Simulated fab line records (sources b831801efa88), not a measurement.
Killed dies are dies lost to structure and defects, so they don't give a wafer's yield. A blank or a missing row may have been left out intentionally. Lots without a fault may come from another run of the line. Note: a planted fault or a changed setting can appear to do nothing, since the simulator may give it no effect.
One fault through the eyes of 2 desks    flow gf180mcu    numbers are kept per desk, each desk with only its own; the story behind them comes last

THE METROLOGY DESK
What the gauges read, lot by lot, whatever tool the lot ran on: means of the sampled wafers that have a number. If a lot's mean is further than 4 standard deviations from the usual mean, the lot is out of limits and carries the mark OUT (the distance appears in the brackets).
Columns: A = cd_nm at GF_POLY_GATE_CD_MEAS_10, usual 279.4 nm; B = V2_BOW at GF_V2_BOW_MEAS_05, usual 98 um
lot   first seen here  A                 B
L783  day 9 05:47      280.3             91
L784  day 9 15:53      278.9             88
L785  day 9 16:13      280.8             105
L787  day 10 10:17     279.2             102
L788  day 10 14:15     278.4             92
L789  day 10 18:44     278.4             94
L790  day 11 03:07     281.8             92
L797  day 13 06:59     274.2 (-4.4) OUT  93
L798  day 13 14:14     276.1             103
L799  day 13 20:17     277.9             105
L802  day 15 01:14     280.3             98
L804  day 15 16:26     280.4             91
L806  day 16 06:38     279.6             97
This desk's verdict: out of limits on L797, starting with L797 at day 13 06:59 (cd_nm at GF_POLY_GATE_CD_MEAS_10). Within limits: L783, L784, L785, L787, L788, L789, L790, L798, L799, L802, L804, L806.

AT THE TOOL OWNER'S DESK: litho_track-03
Per lot that ran on this tool, the mean of the sampled wafers carrying a number, from the tool's own readings at GF_POLY_GATE_SOFTBAKE_06 (time 60 s). If a lot's mean is further than 4 standard deviations from the usual mean, the lot is out of limits and carries the mark OUT (the distance appears in the brackets).
Columns: A = chill_plate_temp_C at GF_POLY_GATE_SOFTBAKE_06, usual 22.97 C; B = exhaust_pa at GF_POLY_GATE_SOFTBAKE_06, usual 45.2 Pa; C = run_length_s at GF_POLY_GATE_SOFTBAKE_06, usual 89.00 s
lot   first seen here  A      B     C
L785  day 9 07:00      23.05  45.9  88.83
L787  day 10 00:00     22.99  44.6  88.77
L790  day 10 18:00     22.90  45.8  88.92
L797  day 12 21:00     22.95  45.8  116.80 (+99 or more) OUT
L798  day 13 04:00     22.85  44.8  116.80 (+99 or more) OUT
L799  day 13 09:00     23.03  45.9  102.87 (+69) OUT
This desk's verdict: out of limits on L797, L798, L799, starting with L797 at day 12 21:00 (run_length_s at GF_POLY_GATE_SOFTBAKE_06). Within limits: L785, L787, L790.

TAKEN TOGETHER
At day 12 21:00, on L797, L798, L799, the tool owner's desk was in a position to raise an alarm.
At day 13 06:59 the metrology desk could have sounded an alarm, on L797.
The metrology desk has L798, L799 on record, within its limits.
The lots listed all ran GF_POLY_GATE_SOFTBAKE_06 on litho_track-03.

WHAT THE SIMULATOR HAD PUT IN
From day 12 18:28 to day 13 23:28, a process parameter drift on litho_track-03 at GF_POLY_GATE_SOFTBAKE_06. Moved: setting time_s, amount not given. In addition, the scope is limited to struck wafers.
Struck lots among those shown: L797, L798, L799.
Hours from the fault's start to each desk's first reading out of limits: the tool owner's desk, 3; the metrology desk, 13.
